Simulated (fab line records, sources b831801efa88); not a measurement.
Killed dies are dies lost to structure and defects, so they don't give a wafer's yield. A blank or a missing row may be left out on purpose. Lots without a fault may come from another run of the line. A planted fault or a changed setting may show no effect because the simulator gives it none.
Tool commonality check | flow gf180mcu | 13 lots, 39 wafers sampled

WHY IT WAS OPENED
At GF_V4_CD_MEAS_14 the reading cd_nm is flagged on 3 of 13 lots. Wafers without a fault read 259.9 nm, standard deviation 1.2.
Rule: a lot is flagged when every wafer of it that has a number lies more than 4 standard deviations from that mean, or none has a number. The other lots count as sound.

lot  | measured     | on        | cd_nm (nm), wafer by wafer | flag
L940 | day 24 08:45 | cd_sem-02 | 258.9 260.9 260.9          |
L942 | day 24 21:42 | cd_sem-02 | 258.3 258.5 259.5          |
L944 | day 25 19:16 | cd_sem-01 | 260.7 260.6 259.5          |
L948 | day 27 00:31 | cd_sem-01 | 259.0 258.6 259.5          |
L949 | day 27 12:32 | cd_sem-02 | 259.8 259.1 258.9          |
L950 | day 27 18:54 | cd_sem-01 | 258.8 258.0 259.1          |
L951 | day 27 23:36 | cd_sem-01 | 260.8 261.4 262.3          |
L952 | day 28 07:08 | cd_sem-01 | 246.9 248.3 247.3          | FLAGGED
L953 | day 28 15:32 | cd_sem-01 | 248.1 246.8 247.7          | FLAGGED
L954 | day 28 20:34 | cd_sem-01 | 249.5 250.6 248.6          | FLAGGED
L959 | day 30 07:47 | cd_sem-02 | 261.3 261.7 261.1          |
L962 | day 31 04:35 | cd_sem-01 | 260.3 259.8 260.1          |
L963 | day 31 11:25 | cd_sem-01 | 259.7 259.9 260.5          |
The numbers of the flagged lots are 248.2 nm on average: -11.7 nm against the usual, or -10 standard deviations.

WHICH TOOL RAN EACH LOT
The record holds 2 process steps before the reading, out of a route of 602 steps. In each cell: the tool, then ch and the chambers that the sampled wafers went through, then the start.
lot  | flag    | GF_M4_STRIP_17                       | GF_V4_PEB_12
L940 |         | plasma_asher-01 ch 0,1, day 23 09:01 | litho_track-01 ch 0, day 24 08:24
L942 |         | plasma_asher-01 ch 0,1, day 23 22:39 | litho_track-01 ch 0, day 24 21:21
L944 |         | plasma_asher-01 ch 0,1, day 24 21:16 | litho_track-04 ch 0, day 25 18:55
L948 |         | plasma_asher-04 ch 0,1, day 26 02:58 | litho_track-04 ch 0, day 27 00:10
L949 |         | plasma_asher-01 ch 0, day 26 14:17   | litho_track-02 ch 0, day 27 12:12
L950 |         | plasma_asher-01 ch 0,1, day 26 21:08 | litho_track-02 ch 0, day 27 18:35
L951 |         | plasma_asher-02 ch 0,1, day 27 02:59 | litho_track-01 ch 0, day 27 23:15
L952 | FLAGGED | plasma_asher-02 ch 0,1, day 27 09:56 | litho_track-02 ch 0, day 28 06:48
L953 | FLAGGED | plasma_asher-01 ch 0,1, day 27 18:23 | litho_track-02 ch 0, day 28 15:12
L954 | FLAGGED | plasma_asher-01 ch 1, day 27 23:25   | litho_track-02 ch 0, day 28 20:13
L959 |         | plasma_asher-01 ch 0,1, day 29 11:53 | litho_track-01 ch 0, day 30 07:28
L962 |         | plasma_asher-04 ch 0,1, day 30 08:57 | litho_track-04 ch 0, day 31 04:14
L963 |         | plasma_asher-01 ch 0,1, day 30 16:34 | litho_track-04 ch 0, day 31 11:04
What these steps do:
- GF_M4_STRIP_17: strips in O2/N2.
- GF_V4_PEB_12: peb time 90 s.
- GF_V4_CD_MEAS_14: target cd 260 nm.

FLAGGED OVER TOTAL, TOOL BY TOOL (the gauges that took the reading come last)
step             | tool            | lots run | flagged | share of the flagged lots | sound lots run after its first flagged lot
GF_M4_STRIP_17   | plasma_asher-01 | 9        | 2       | some                      | 2 (L959,L963)
GF_M4_STRIP_17   | plasma_asher-02 | 2        | 1       | some                      | 0
GF_M4_STRIP_17   | plasma_asher-04 | 2        | 0       | none                      | -
GF_V4_PEB_12     | litho_track-01  | 4        | 0       | none                      | -
GF_V4_PEB_12     | litho_track-02  | 5        | 3       | all                       | 0
GF_V4_PEB_12     | litho_track-04  | 4        | 0       | none                      | -
GF_V4_CD_MEAS_14 | cd_sem-01       | 9        | 3       | all                       | 2 (L962,L963)
GF_V4_CD_MEAS_14 | cd_sem-02       | 4        | 0       | none                      | -

WHAT THE TABLE ALLOWS
2 rows of the table ran every flagged lot: litho_track-02 at GF_V4_PEB_12, cd_sem-01 at GF_V4_CD_MEAS_14.
- litho_track-02 at GF_V4_PEB_12: 3 of its 5 lots flagged. Its last sound lot is L950 (day 27 18:35), its first flagged lot L952 (day 28 06:48): a fault that began between those two fits. Its own readings lie more than 4 standard deviations out on every wafer of the flagged lots: heater_power_total_W.
- cd_sem-01 at GF_V4_CD_MEAS_14: 3 of its 9 lots flagged. Sound lots ran on it after the first flagged one (L962, L963), which a lasting fault on the whole tool wouldn't allow.
One tool is left: litho_track-02 at GF_V4_PEB_12.

WHAT THE SIMULATOR HAD PUT IN
Process parameter drift: litho_track-02, from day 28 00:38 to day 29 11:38, at GF_V4_PEB_12. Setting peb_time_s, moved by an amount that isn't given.
Lots struck among those shown: L952, L953, L954. The rule above found the same.
